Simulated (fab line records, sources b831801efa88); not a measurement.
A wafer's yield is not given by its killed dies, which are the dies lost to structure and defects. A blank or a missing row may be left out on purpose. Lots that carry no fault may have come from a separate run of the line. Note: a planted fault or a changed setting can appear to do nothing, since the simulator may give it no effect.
A struck lot beside a sound one ; flow sky130 ; 18 out of 708 route steps
Sound: these wafers, L943.1, L943.4, L943.6. The struck wafers were L940.1, L940.3, L940.5. The cause is given at the end.
At each step with rows: each side's tool, then ch and its chambers, then its first start. Under that, the readings that differ: sound wafers ; struck wafers ; difference of the means ; sigmas: that difference in standard deviations of wafers without a fault.
alike: readings whose means differ by less than 2 such deviations, and words and numbers that are the same on both sides. not compared: withheld readings, readings that some wafer has no value for, bounds like >300 that may hide the same value, and numbers for which the record gives no deviation and whose values overlap.
A row with sigmas, a row that says differs or no value, or rows on one side alone: a step with any of these is where the two part. Numbers that have no deviation but don't overlap get no sigmas and don't part them. A reading that every wafer of one side lacks parts them only if that side has two wafers or more.

first, 9 steps without rows for these wafers: SKY_CAP2M_CLEAN_17 (cleans in O3/DIW); SKY_METAL4_DEHYDRATE_05 (time 60 s); SKY_METAL4_HMDS_06 (prime time 60 s); SKY_METAL4_COAT_07 (resist thk 60 nm); SKY_METAL4_COAT_08 (resist thk 1140 nm); SKY_METAL4_SOFTBAKE_09 (time 90 s); SKY_METAL4_EXPOSE_10 (exposes mask MM4, target cd 300 nm); SKY_METAL4_PEB_11; SKY_METAL4_DEVELOP_12 (develop time 60 s).
SKY_METAL4_CD_MEAS_13: the cd target is 300 nm.
  sound on cdSem-01, day 46 20:20; struck on cdSem-01, day 46 04:59
  alike: cdNm
SKY_METAL4_OVL_MEAS_14:
  sound on overlay-01, day 46 20:28; struck on overlay-01, day 46 05:07
  alike: METAL4_OVL
SKY_METAL4_DESCUM_15: chemistry O2, time 8 s.
  sound on rieMetal-04 ch 0,1, day 46 20:29; struck on rieMetal-04 ch 0,1, day 46 05:09
  alike: drypumpMotorCurrentA, oesProductAu, rfFwdPowerW
  not compared: rfHoursCounterH
SKY_METAL4_ETCH_16: etches BARC in N2/H2, stops on SiO2, time 88.2 s, target depth 60 nm.
  sound on rieMetal-04 ch 0,1, day 46 20:32; struck on rieMetal-04 ch 0,1, day 46 05:11
  no value came back on the struck wafers for any of 7 readings (biasW (W), chamberPressureMTorr (mTorr) and others); on the sound wafers biasW (W) reads 100.22 100.08 100.86
reading;sound;struck;difference;sigmas
model.KrF-thick_of_METAL4_COAT_08.thkNm (nm);1076 1079 1081;1130 1128 1129;+50;
  not compared: rfHoursCounterH
SKY_METAL4_ETCH_17: etches SiO2 in C4F8/O2/Ar, stops on TiN, time 3.9 s, target depth 15 nm.
  sound on rieDiel-01 ch 0,1,3, day 46 20:37; struck on rieDiel-04 ch 0,3, day 46 05:17
reading;sound;struck;difference;sigmas
oesProductAu (a.u.);0.754 0.770 0.762;0.373 0.368 0.370;-0.392;-58
  alike: biasW, chamberPressureMTorr, rfFwdPowerW
  not compared: rfHoursCounterH
SKY_METAL4_METAL_ETCH_18: etches the open film in Cl2/BCl3, stops on SiO2, target depth 845 nm, time 183.1 s.
  sound on rieMetal-02 ch 1, day 46 20:38; struck on rieMetal-01 ch 0,1, day 46 05:18
reading;sound;struck;difference;sigmas
oesProductAu (a.u.);0.870 0.867 0.858;0.371 0.365 0.369;-0.497;-76
model.KrF-thick_of_METAL4_COAT_08.thkNm (nm);516.8 525.3 525.9;585.7 585.7 584.5;+62.6;
  alike: bcl3FlowSccm, biasW, drypumpMotorCurrentA, rfFwdPowerW, throttleValvePct
  not compared: rfHoursCounterH
SKY_METAL4_STRIP_19: strips in O2/N2.
  sound on plasmaAsher-03 ch 0,1, day 46 20:49; struck on plasmaAsher-03 ch 0,1, day 46 05:29
reading;sound;struck;difference;sigmas
oesProductAu (a.u.);0.500 0.501 0.504;0.524 0.530 0.529;+0.026;+5
stripTimeToEndpointS (s);6.42 6.51 6.52;7.12 7.12 7.09;+0.63;+9
  alike: drypumpMotorCurrentA
  not compared: rfHoursCounterH
then, 1 step without rows for these wafers: SKY_METAL4_STRIP_20 (strips in post etch residue remover, time 1200 s).
-- the record jumps here: 3 days lie between the struck wafers' starts before and after (it left off in module METAL4 and takes up again in module PAD_OPEN, whose first step shown is number 708 of the route) --
SKY_PAD_OPEN_PROBE_99:
  sound on prober-02, day 50 02:50; struck on prober-01, day 49 14:01
reading;sound;struck;difference;sigmas
defectLimitedYield (%);83.5 86.8 86.6;0 0 0;-86;-45
killed_at_M4_up;6 1 4;401 416 396;+401;+99 or more
killedDies;81 65 66;492 492 492;+421;+44
killedOnRim;16 14 12;96 96 96;+82;+21
sort_bin_5_function (%);11.2 7.5 7.3;93.1 93.5 91.3;+84.0;+52
sortNPass;411 427 426;0 0 0;-421;-44
sortYieldPct (%);83.5 86.8 86.6;0 0 0;-86;-45
  alike: killed_at_M0_to_M3, killedAtContacts, killedAtFrontEnd, killedAtOther, killedOpen, killedShort, sort_bin_3_pad_short, sort_bin_6_memory

WHERE THEY PART
Last at SKY_PAD_OPEN_PROBE_99 as far as this record goes, first at SKY_METAL4_ETCH_16.

WHY: the cause the simulator had injected
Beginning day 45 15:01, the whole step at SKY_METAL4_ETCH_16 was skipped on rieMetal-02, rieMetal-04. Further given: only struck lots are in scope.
